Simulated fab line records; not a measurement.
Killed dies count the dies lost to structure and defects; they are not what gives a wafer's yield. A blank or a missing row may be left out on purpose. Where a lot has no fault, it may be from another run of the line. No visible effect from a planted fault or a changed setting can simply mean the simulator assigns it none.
Which tool did it? ; flow sky130 ; Sampling: 13 lots, 39 wafers, 5 of 708 route steps

## WHAT THE GAUGES READ, wafer by wafer
No reading from a measuring or inspecting step in the record can be judged against a usual standard deviation.

## WHAT TOOL EACH LOT RAN ON (gives the tool, then ch and the chambers of the sampled wafers, and finally the start)
lot;SKY_CONTACT_CLEAN_21;SKY_METAL5_DESCUM_14;SKY_PASSIVATION_CVD_00;SKY_PAD_OPEN_STRIP_08;SKY_PAD_OPEN_PROBE_99
L682;wetBench-01 ch 1, day 31 07:18;rieMetal-04 ch 0,1, day 43 10:32;pecvd-03 ch 0,2, day 43 11:24;plasmaAsher-02 ch 0,1, day 45 07:26;-
L683;wetBench-03 ch 3, day 32 00:20;rieMetal-03 ch 0,1, day 44 04:24;pecvd-01 ch 0,2, day 44 05:15;plasmaAsher-04 ch 0,1, day 45 23:29;-
L687;wetBench-02 ch 2, day 33 00:11;rieMetal-04 ch 0,1, day 45 00:08;pecvd-03 ch 0,2, day 45 01:00;plasmaAsher-04 ch 0,1, day 46 18:50;-
L689;wetBench-01 ch 1, day 34 08:06;rieMetal-03 ch 0,1, day 45 21:52;pecvd-03 ch 0,2, day 45 22:44;plasmaAsher-04 ch 0,1, day 47 11:26;prober-01, day 47 15:26
L690;wetBench-01 ch 2, day 35 04:08;rieMetal-02 ch 0, day 46 15:35;pecvd-03 ch 1,2, day 46 16:27;plasmaAsher-02 ch 0,1, day 47 23:38;prober-02, day 48 01:52
L694;wetBench-03 ch 3, day 35 18:28;rieMetal-03 ch 0,1, day 47 01:30;pecvd-02 ch 0,2, day 47 02:24;plasmaAsher-01 ch 0,1, day 48 10:34;-
L697;wetBench-02 ch 2, day 37 05:04;rieMetal-03 ch 0,1, day 48 03:25;pecvd-02 ch 0,1,2, day 48 04:22;plasmaAsher-01 ch 0,1, day 49 16:58;-
L699;wetBench-01 ch 3, day 37 15:00;rieMetal-04 ch 0, day 48 08:01;pecvd-03 ch 0,2, day 48 09:32;plasmaAsher-01 ch 0,1, day 49 21:13;prober-01, day 49 23:37
L700;wetBench-02 ch 2, day 37 16:15;rieMetal-03 ch 0,1, day 48 08:40;pecvd-02 ch 0,1,2, day 48 09:35;plasmaAsher-01 ch 0,1, day 49 21:41;-
L701;wetBench-02 ch 1, day 37 17:47;rieMetal-03 ch 0,1, day 48 19:32;pecvd-01 ch 1,2, day 48 20:24;plasmaAsher-02 ch 0,1, day 50 06:53;prober-01, day 50 09:10
L703;wetBench-02 ch 1, day 38 04:05;rieMetal-02 ch 0,1, day 48 21:42;pecvd-02 ch 0,1,2, day 48 22:34;plasmaAsher-02 ch 0,1, day 50 08:50;-
L702;wetBench-02 ch 1, day 38 05:04;rieMetal-04 ch 0,1, day 49 01:27;pecvd-03 ch 0,2, day 49 02:25;plasmaAsher-04 ch 0,1, day 50 12:05;-
L704;wetBench-03 ch 2, day 38 13:42;rieMetal-04 ch 0,1, day 49 05:40;pecvd-01 ch 0,2, day 49 06:34;plasmaAsher-04 ch 0,1, day 50 15:52;prober-01, day 50 18:31
- SKY_CONTACT_CLEAN_21: cleans in IPA, time 180 s.
- SKY_METAL5_DESCUM_14: chemistry O2, time 11 s.
- SKY_PASSIVATION_CVD_00: deposits SiO2, target thk 90 nm.
- SKY_PAD_OPEN_STRIP_08: strips in O2/N2.
- SKY_PAD_OPEN_PROBE_99

## WHAT THE TOOLS THEMSELVES READ (means of the sampled wafers that have a number; where no wafer has one, the mark that the record gives instead)
SKY_METAL5_DESCUM_14. Usual: drypumpMotorCurrentA 5.81 A, standard deviation 0.27; oesProductAu 0.999 a.u., standard deviation 0.012.
lot;tool;drypumpMotorCurrentA (A);oesProductAu (a.u.);flag
L682;rieMetal-04;5.60;0.998;
L683;rieMetal-03;5.72;1.013;
L687;rieMetal-04;5.60;0.995;
L689;rieMetal-03;5.72;1.005;
L690;rieMetal-02;6.19;0.995;
L694;rieMetal-03;5.73;0.992;
L697;rieMetal-03;5.73;1.005;
L699;rieMetal-04;6.15;1.006;
L700;rieMetal-03;5.73;1.005;
L701;rieMetal-03;5.74;0.994;
L703;rieMetal-02;5.96;0.997;
L702;rieMetal-04;5.62;1.000;
L704;rieMetal-04;5.90;1.005;

SKY_PASSIVATION_CVD_00. Usual: heaterPowerW at 737 W, with a standard deviation of 98.
lot;tool;heaterPowerW (W);flag
L682;pecvd-03;781;
L683;pecvd-01;604;
L687;pecvd-03;786;
L689;pecvd-03;854;
L690;pecvd-03;917;
L694;pecvd-02;685;
L697;pecvd-02;696;
L699;pecvd-03;805;
L700;pecvd-02;717;
L701;pecvd-01;755;
L703;pecvd-02;743;
L702;pecvd-03;845;
L704;pecvd-01;590;

SKY_PAD_OPEN_STRIP_08. Usual: drypumpMotorCurrentA 5.6 A, standard deviation 0.39; o2FlowSccm 2999 sccm, standard deviation 8.1; oesProductAu 0.663 a.u., standard deviation 0.0049; stripTimeToEndpointS 37.06 s, standard deviation 0.11.
lot;tool;drypumpMotorCurrentA (A);o2FlowSccm (sccm);oesProductAu (a.u.);stripTimeToEndpointS (s);flag
L682;plasmaAsher-02;5.6;3000;0.664;37.03;
L683;plasmaAsher-04;5.9;2996;0.665;36.92;
L687;plasmaAsher-04;5.9;3003;0.660;37.08;
L689;plasmaAsher-04;5.4;2991;0.668;37.20;
L690;plasmaAsher-02;5.6;2993;0.663;37.01;
L694;plasmaAsher-01;5.5;2993;0.661;37.12;
L697;plasmaAsher-01;5.6;2995;0.663;36.92;
L699;plasmaAsher-01;5.5;2997;0.665;37.04;
L700;plasmaAsher-01;5.5;2996;0.669;37.20;
L701;plasmaAsher-02;5.5;3004;0.667;37.09;
L703;plasmaAsher-02;5.6;3010;0.659;37.09;
L702;plasmaAsher-04;5.4;2998;0.663;37.09;
L704;plasmaAsher-04;5.4;2998;0.664;36.95;

SKY_PAD_OPEN_PROBE_99. Usual: killed_at_M0_to_M3 44, standard deviation 6.4; killed_at_M4_up 3.6, standard deviation 2.1; killedAtContacts 23, standard deviation 5.1; killedAtFrontEnd 15, standard deviation 4.3; killedAtOther 0.3, standard deviation 0.56; killedDies 86, standard deviation 9; killedOpen 47, standard deviation 6.4; killedShort 39, standard deviation 5.8.
lot;tool;killed_at_M0_to_M3;killed_at_M4_up;killedAtContacts;killedAtFrontEnd;killedAtOther;killedDies;killedOpen;killedShort;flag
L689;prober-01;44;3.3;64;10;0.3;121;43;34;OFF
L690;prober-02;42;3.3;65;11;0.0;122;38;34;OFF
L699;prober-01;46;4.0;29;15;0.0;94;58;37;
L701;prober-01;43;5.3;23;18;0.3;90;48;41;
L704;prober-01;44;2.7;23;14;0.3;84;46;37;

## THE ANSWER, worked out from the rows above alone
Rule: take the mean of a lot's wafers that have a number; if it is more than 3 standard deviations from the usual mean, the lot is off. Also off: a lot with no number at a reading for which 4 or more lots have one. All remaining lots with rows at the step are treated as sound. After the gauges, taken in route order, come the tools' own readings; for these a lot's mean is taken, as printed above. At the first step where some lot is off, the reading lying furthest off is the one used; lots without a number count as furthest.
Off, at SKY_PAD_OPEN_PROBE_99 on killedAtContacts: L689, L690. Neither off nor sound, because the step has no rows for them: L682, L683, L687, L694, L697, L700, L703, L702.
If a tool, at that step or one of the process steps before it, ran each lot that is off and ran no sound lot following the first of them, it fits. None of those tried fits.

## WHAT HAD BEEN PUT IN BY THE SIMULATOR
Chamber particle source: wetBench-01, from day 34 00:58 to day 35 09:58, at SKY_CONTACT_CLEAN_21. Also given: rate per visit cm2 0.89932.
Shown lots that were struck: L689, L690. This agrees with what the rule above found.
